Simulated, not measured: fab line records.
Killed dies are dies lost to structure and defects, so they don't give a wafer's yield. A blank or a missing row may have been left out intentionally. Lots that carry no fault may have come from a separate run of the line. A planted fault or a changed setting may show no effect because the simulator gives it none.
fab line records	flow sky130
[record] lots = 11	wafers = 33	last_day = 50
route steps=708 shown NWELL@78 SONOS_ONO@173 GATE_OXIDE@201 LDD_N@247 PAD_OPEN@708
lots with no fault: from the same line, run without faults
start_h: hours from the record's opening day to when the first of the lot's shown wafers began	wait_h: hours from the lot's prior step to this one	" unchanged from the row above	L1.1+2: several wafers, shown together as one row	- either no value or no given start	* or withheld: withheld	< > ~ a bound
route shown NAME@n: a module of which the file shows steps, and the number in the route of the first	usual: mean and standard deviation over wafers with no fault	same: alike in all rows	chamber/n: place in a boat	sites: per-site readings	_std_site: the standard deviation of these	_edge_site: outer sites' mean less inner sites'	radius_mm: how far each site lies from the wafer's centre	mask NAME#n: copy n	behind: the most recent tool/chamber to have shaped the wafer	hold: cause of the lot's hold/its duration in hours/its outcome	device: the n, p or np transistor that did not switch	end of line: the same wafers' tests at the end of the route	a step without rows: its recipe alone	killed: at the first sort, the dies lost to defects and structure; wafer yield is something else	map: the dies of a wafer, with x for killed, . for not killed, _ for no die there
set.NAME: the run value of the setting; set.NAME@STEP: its run value at that earlier step	model.NAME: the simulator's own value behind a step, which no gauge read
route steps across a sampled set of lots; one table per step, one row per wafer
services: a tool's chamber out of use, with start hour (start_h, from the record's first day; less than 0 if before it), hours out, and reason
[[steps]]
[step SKY_NWELL_STRIP_25]
[recipe] chemistry = O2/N2	power_w = 1400	pressure_mtorr = 1500	platen_temp_c = withheld	o2_flow_sccm = 3000	n2_flow_sccm = 300	overash_fraction = 0.5
[usual] drypump_motor_current_A = 5.9/0.39	oes_product_au = 0.722/0.005	strip_time_to_endpoint_s = 36.87/0.088
lot.wafer	tool	chamber	start_h	wait_h	drypump_motor_current_A	oes_product_au	rf_hours_counter_h	strip_time_to_endpoint_s
L531.1	plasma_asher-04	0	111.11	0.1	5.4	0.716	42	36.78
L531.5	"	0	"	"	5.4	0.729	-	36.82
L531.6	"	1	"	"	5.8	0.721	-	36.85
L533.1	plasma_asher-01	0	128.51	0.1	6.3	0.718	44	36.81
L533.2	"	1	"	"	6.1	0.725	44	36.68
L533.6	"	1	"	"	6.1	0.720	-	36.76
L536.1	plasma_asher-03	1	141.21	0.1	5.3	0.714	2	36.90
L536.5	"	1	"	"	5.3	0.724	-	36.93
L536.6	"	0	"	"	6.2	0.722	-	36.90
L537.1	plasma_asher-03	1	143.52	0.1	5.3	0.714	2	36.82
L537.5	"	0	"	"	6.2	0.725	-	36.93
L537.6	"	1	"	"	5.4	0.726	-	37.09
L538.3	plasma_asher-01	1	149.15	0.1	6.1	0.725	-	36.87
L538.4	"	0	"	"	6.3	0.728	-	36.89
L538.6	"	1	"	"	6.1	0.721	-	36.87
L539.1	plasma_asher-03	0	149.76	0.1	6.2	0.713	3	36.86
L539.2	"	1	"	"	5.3	0.731	3	36.81
L539.4	"	1	"	"	5.3	0.717	-	36.93
L546.1	plasma_asher-01	1	197.76	0.1	6.1	0.722	51	36.83
L546.5	"	0	"	"	6.3	0.725	-	36.95
L546.6	"	1	"	"	6.1	0.724	-	36.86
L548.3	plasma_asher-01	0	212.94	0.1	6.3	0.725	-	36.84
L548.5	"	0	"	"	6.3	0.716	-	36.74
L548.6	"	1	"	"	6.2	0.721	-	36.75
L552.1	plasma_asher-03	1	231.05	0.1	5.3	0.732	11	36.95
L552.5	"	0	"	"	6.2	0.724	-	36.95
L552.6	"	1	"	"	5.3	0.724	-	36.85
L553.2	plasma_asher-03	1	237.61	0.1	5.3	0.731	12	36.91
L553.4	"	1	"	"	5.3	0.731	-	36.86
L553.5	"	0	"	"	6.2	0.724	-	36.87
L554.3	plasma_asher-03	1	241.95	0.1	5.4	0.720	-	36.82
L554.4	"	0	"	"	6.2	0.716	-	36.80
L554.5	"	1	"	"	5.3	0.712	-	36.81
[step SKY_SONOS_ONO_THK_MEAS_05]
[recipe] reads = SiO2_of_SONOS_ONO_CVD_04
[usual] SONOS_ONO_CVD_04_THK = 5.68/0.11
lot.wafer	tool	chamber	start_h	wait_h	SONOS_ONO_CVD_04_THK[nm]
L531.1	film_metro-02	-	264.15	0.0	5.58
L531.5	"	-	"	"	5.60
L531.6	"	-	"	"	5.64
L533.1	film_metro-01	-	288.93	0.0	5.70
L533.2	"	-	"	"	5.65
L533.6	"	-	"	"	5.73
L536.1	film_metro-03	-	302.28	0.0	5.78
L536.5	"	-	"	"	5.63
L536.6	"	-	"	"	5.59
L537.1	film_metro-01	-	309.22	0.0	5.65
L537.5	"	-	"	"	5.66
L537.6	"	-	"	"	5.75
L539.1	film_metro-03	-	315.84	0.0	5.60
L539.2	"	-	"	"	5.65
L539.4	"	-	"	"	5.54
L538.3	film_metro-01	-	315.86	0.0	5.73
L538.4	"	-	"	"	5.69
L538.6	"	-	"	"	5.77
L546.1	film_metro-03	-	383.13	0.0	5.81
L546.5	"	-	"	"	5.76
L546.6	"	-	"	"	5.83
L548.3	film_metro-01	-	398.08	0.0	5.55
L548.5	"	-	"	"	5.59
L548.6	"	-	"	"	5.54
L552.1	film_metro-01	-	425.64	0.0	5.77
L552.5	"	-	"	"	5.59
L552.6	"	-	"	"	5.71
L553.2	film_metro-02	-	436.43	0.0	5.56
L553.4	"	-	"	"	5.67
L553.5	"	-	"	"	5.60
L554.3	film_metro-01	-	441.31	0.0	5.76
L554.4	"	-	"	"	5.70
L554.5	"	-	"	"	5.67
[step SKY_GATE_OXIDE_TW_MEAS_14]
[usual] GATE_OXIDE_TW = 224.4/2.5
lot.wafer	tool	chamber	start_h	wait_h	GATE_OXIDE_TW
L531.1	film_metro-04	-	319.62	0.1	224.4
L531.5	"	-	"	"	224.9
L531.6	"	-	"	"	224.7
L533.1	film_metro-03	-	343.51	0.1	227.1
L533.2	"	-	"	"	226.3
L533.6	"	-	"	"	226.1
L536.1	film_metro-03	-	358.15	0.1	226.0
L536.5	"	-	"	"	225.5
L536.6	"	-	"	"	226.6
L537.1	film_metro-04	-	366.36	0.1	226.5
L537.5	"	-	"	"	225.0
L537.6	"	-	"	"	226.1
L539.1	film_metro-01	-	375.48	0.1	220.8
L539.2	"	-	"	"	223.4
L539.4	"	-	"	"	222.6
L538.3	film_metro-03	-	375.80	0.1	225.7
L538.4	"	-	"	"	227.4
L538.6	"	-	"	"	226.7
L546.1	film_metro-03	-	444.81	0.1	225.5
L546.5	"	-	"	"	225.7
L546.6	"	-	"	"	225.1
L548.3	film_metro-01	-	460.39	0.1	220.8
L548.5	"	-	"	"	221.1
L548.6	"	-	"	"	220.5
L552.1	film_metro-03	-	489.17	0.1	226.8
L552.5	"	-	"	"	225.5
L552.6	"	-	"	"	225.5
L553.2	film_metro-01	-	500.51	0.1	220.0
L553.4	"	-	"	"	220.8
L553.5	"	-	"	"	221.0
L554.3	film_metro-03	-	505.54	0.1	227.1
L554.4	"	-	"	"	225.7
L554.5	"	-	"	"	224.4
[step SKY_LDD_N_IMPLANT_10]
[recipe] species = As	energy_kev = 19.79	dose_cm2 = 7.5e+13	tilt_deg = withheld	rotation_deg = 203
[usual] beam_on_s = 10.00/0.21	dose_ions_cm2 = 7.497e+13/8.1e+10	faraday_current_uA = 423/9
lot.wafer	tool	chamber	start_h	wait_h	beam_on_s	dose_ions_cm2	faraday_current_uA
L531.1	implanter-04	0	416.65	0.1	9.90	7.503e+13	428
L531.5	"	0	"	"	9.93	7.492e+13	425
L531.6	"	0	"	"	9.78	7.497e+13	430
L533.1	implanter-04	0	439.25	0.1	9.92	7.496e+13	427
L533.2	"	0	"	"	10.01	7.5e+13	423
L533.6	"	0	"	"	9.92	7.499e+13	425
L536.1	implanter-04	0	456.37	0.1	9.91	7.497e+13	426
L536.5	"	0	"	"	9.88	7.496e+13	430
L536.6	"	0	"	"	9.71	7.492e+13	436
L537.1	implanter-03	0	462.85	0.1	10.17	7.499e+13	415
L537.5	"	0	"	"	9.77	7.496e+13	434
L537.6	"	0	"	"	10.06	7.49e+13	421
L538.3	implanter-02	0	474.16	0.1	10.13	7.501e+13	417
L538.4	"	0	"	"	10.15	7.497e+13	418
L538.6	"	0	"	"	9.84	7.499e+13	429
L539.1	implanter-03	0	474.17	0.1	9.61	7.497e+13	437
L539.2	"	0	"	"	10.08	7.494e+13	418
L539.4	"	0	"	"	9.82	7.492e+13	429
L546.1	implanter-04	0	544.01	0.1	41.08	3.9673e+14	542
L546.5	"	0	"	"	41.26	3.9692e+14	541
L546.6	"	0	"	"	39.26	3.9674e+14	572
L548.3	implanter-04	0	558.21	0.1	40.85	3.967e+14	550
L548.5	"	0	"	"	41.42	3.9665e+14	542
L548.6	"	0	"	"	41.42	3.9666e+14	540
L552.1	implanter-02	0	585.15	0.1	10.42	7.505e+13	405
L552.5	"	0	"	"	10.58	7.49e+13	398
L552.6	"	0	"	"	9.99	7.493e+13	423
L553.2	implanter-03	0	597.63	0.1	9.63	7.499e+13	439
L553.4	"	0	"	"	9.47	7.489e+13	446
L553.5	"	0	"	"	10.13	7.492e+13	416
L554.3	implanter-03	0	601.85	0.1	10.12	7.503e+13	418
L554.4	"	0	"	"	9.91	7.489e+13	428
L554.5	"	0	"	"	10.20	7.495e+13	415
[step SKY_LDD_N_STRIP_16]
[recipe] chemistry = O2/N2	power_w = 1400	pressure_mtorr = 1500	platen_temp_c = withheld	o2_flow_sccm = 3000	n2_flow_sccm = 300	overash_fraction = 0.5
[usual] drypump_motor_current_A = 5.7/0.56	oes_product_au = 0.407/0.0046	strip_time_to_endpoint_s = 4.313/0.014
lot.wafer	tool	chamber	start_h	wait_h	drypump_motor_current_A	oes_product_au	rf_hours_counter_h	strip_time_to_endpoint_s
L531.1	plasma_asher-03	0	417.55	0.1	6.2	0.413	30	4.299
L531.5	"	0	"	"	6.2	0.405	-	4.305
L531.6	"	1	"	"	5.3	0.413	-	4.289
L533.1	plasma_asher-01	0	440.15	0.1	6.3	0.405	75	4.316
L533.2	"	1	"	"	6.1	0.406	75	4.316
L533.6	"	1	"	"	6.1	0.405	-	4.336
L536.1	plasma_asher-03	1	457.27	0.1	5.3	0.411	34	4.309
L536.5	"	0	"	"	6.2	0.401	-	4.306
L536.6	"	1	"	"	5.3	0.411	-	4.282
L537.1	plasma_asher-02	1	463.75	0.1	4.8	0.407	62	4.297
L537.5	"	1	"	"	4.8	0.400	-	4.301
L537.6	"	0	"	"	5.5	0.408	-	4.296
L538.3	plasma_asher-03	0	475.05	0.1	6.2	0.400	-	4.313
L538.4	"	1	"	"	5.3	0.410	-	4.310
L538.6	"	1	"	"	5.3	0.412	-	4.308
L539.1	plasma_asher-02	0	475.07	0.1	5.5	0.399	63	4.303
L539.2	"	1	"	"	4.7	0.402	63	4.301
L539.4	"	1	"	"	4.7	0.406	-	4.304
L546.1	plasma_asher-03	1	544.91	0.1	5.3	0.408	44	5.101
L546.5	"	0	"	"	6.2	0.409	-	5.123
L546.6	"	1	"	"	5.3	0.400	-	5.107
L548.3	plasma_asher-02	1	559.10	0.1	4.7	0.405	-	5.104
L548.5	"	1	"	"	4.7	0.402	-	5.096
L548.6	"	0	"	"	5.4	0.409	-	5.091
L552.1	plasma_asher-03	1	586.05	0.1	5.4	0.411	48	4.336
L552.5	"	0	"	"	6.2	0.402	-	4.329
L552.6	"	1	"	"	5.4	0.408	-	4.320
L553.2	plasma_asher-03	1	598.50	0.1	5.3	0.410	49	4.293
L553.4	"	1	"	"	5.4	0.408	-	4.319
L553.5	"	0	"	"	6.2	0.413	-	4.326
L554.3	plasma_asher-02	1	602.73	0.1	4.8	0.409	-	4.327
L554.4	"	0	"	"	5.5	0.401	-	4.313
L554.5	"	0	"	"	5.5	0.406	-	4.324
[step SKY_LDD_N_TW_MEAS_17]
[usual] LDD_N_TW = 2567/25
lot.wafer	tool	chamber	start_h	wait_h	LDD_N_TW
L531.1	film_metro-02	-	417.65	0.1	2539
L531.5	"	-	"	"	2554
L531.6	"	-	"	"	2556
L533.1	film_metro-01	-	440.25	0.1	2546
L533.2	"	-	"	"	2546
L533.6	"	-	"	"	2551
L536.1	film_metro-01	-	457.37	0.1	2547
L536.5	"	-	"	"	2556
L536.6	"	-	"	"	2540
L537.1	film_metro-03	-	463.85	0.1	2588
L537.5	"	-	"	"	2604
L537.6	"	-	"	"	2607
L538.3	film_metro-03	-	475.13	0.1	2603
L538.4	"	-	"	"	2601
L538.6	"	-	"	"	2605
L539.1	film_metro-01	-	475.17	0.1	2555
L539.2	"	-	"	"	2547
L539.4	"	-	"	"	2544
L546.1	film_metro-03	-	545.01	0.1	2890
L546.5	"	-	"	"	2905
L546.6	"	-	"	"	2907
L548.3	film_metro-03	-	559.18	0.1	2909
L548.5	"	-	"	"	2888
L548.6	"	-	"	"	2891
L552.1	film_metro-01	-	586.15	0.1	2566
L552.5	"	-	"	"	2546
L552.6	"	-	"	"	2539
L553.2	film_metro-02	-	598.61	0.1	2553
L553.4	"	-	"	"	2533
L553.5	"	-	"	"	2546
L554.3	film_metro-03	-	602.82	0.1	2585
L554.4	"	-	"	"	2568
L554.5	"	-	"	"	2606
[step SKY_PAD_OPEN_PROBE_99]
[usual] killed_at_M0_to_M3 = 42/7.2	killed_at_M4_up = 3.2/1.8	killed_at_contacts = 24/5.4	killed_at_front_end = 15/4	killed_at_other = 0.3/0.59	killed_dies = 84/9	killed_on_rim = 17/3.3	killed_open = 46/7.1	killed_short = 38/6
[same] gross_dies = 492	killed_at_back_side = 0
lot.wafer	tool	chamber	start_h	wait_h	killed_at_M0_to_M3	killed_at_M4_up	killed_at_contacts	killed_at_front_end	killed_at_other	killed_dies	killed_on_rim	killed_open	killed_short
L548.3	prober-02	-	1176.18	0.2	54	3	13	17	1	88	20	45	43
L548.5	prober-02	-	1176.28	0.2	25	7	30	12	0	74	14	38	36
// killed by level:class
L548.3 VIA1:geometric_particle:open=11 VIA2:geometric_particle:open=9 POLY_GATE:geometric_particle:short=8 VIA3:geometric_particle:open=8 METAL1:geometric_particle:short=7 LI_CONTACT:geometric_particle:open=6 METAL2:geometric_particle:short=6 METAL3:geometric_particle:short=6
L548.5 CONTACT:geometric_particle:open=13 LI_CONTACT:geometric_particle:open=8 METAL4:geometric_particle:short=5 VIA1:geometric_particle:short=5 VIA1:geometric_particle:open=5 METAL3:geometric_particle:short=5 POLY_GATE:geometric_particle:short=4 LOCAL_INTERCONNECT:geometric_particle:short=4
[[services]]
tool	chamber	start_h	hours	kind
implanter-04	-	93.09	4.1	pm
plasma_asher-03	-	108.75	9.0	pm
plasma_asher-01	-	156.59	2.8	pm
implanter-03	-	170.78	14.0	pm
implanter-04	-	177.95	4.4	pm
implanter-03	-	196.78	1.5	repair
implanter-04	-	215.02	2.6	repair
implanter-04	-	220.02	1.3	repair
plasma_asher-02	-	250.92	2.8	pm
implanter-03	-	252.34	2.1	pm
plasma_asher-01	-	308.13	2.1	repair
plasma_asher-02	-	310.62	8.1	repair
implanter-03	-	321.30	2.1	repair
implanter-03	-	328.89	3.1	repair
implanter-04	-	345.31	1.7	repair
implanter-03	-	352.27	1.6	repair
plasma_asher-01	-	372.48	0.7	repair
implanter-04	-	390.46	15.8	pm
implanter-03	-	401.84	0.5	repair
implanter-04	-	427.44	2.9	repair
implanter-04	-	449.69	5.3	repair
plasma_asher-01	-	501.71	4.3	pm
implanter-04	-	519.94	2.8	repair
implanter-04	-	601.94	0.8	repair
[[key]]
[first_sign] step = SKY_LDD_N_IMPLANT_10	reading = dose_ions_cm2	direction = up	sigmas = 99+	usual = *	struck = *
[effect] step = SKY_LDD_N_IMPLANT_10	reading = beam_on_s	direction = up	sigmas = 99+	usual = 10.00	struck = 40.88
[effect] step = SKY_LDD_N_STRIP_16	reading = strip_time_to_endpoint_s	direction = up	sigmas = 55	usual = *	struck = *
[effect] step = SKY_LDD_N_TW_MEAS_17	reading = LDD_N_TW	direction = up	sigmas = 13	usual = 2567	struck = 2898
met_at SKY_LDD_N_IMPLANT_10
struck_lots L546,L548
tester_left_out L546,L548
not_acting_at SKY_NWELL_STRIP_25,SKY_SONOS_ONO_THK_MEAS_05,SKY_GATE_OXIDE_TW_MEAS_14
onset_between 456.37 544.01
[fault] kind = process_parameter_drift	tool = implanter-04	chamber = -	onset_h = 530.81	steps = SKY_LDD_N_IMPLANT_10	channel = dose_cm2	offset = *	shape = step	end_h = 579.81	acts_in = *	stated = *
// tester_left_out: of these lots the tester's yield and bins aren't shown, on N5 and GAA mostly nor the transistor test; their killed dies are dies lost to structure and defects alone, not to doping, threshold or leakage, so they don't give the yield
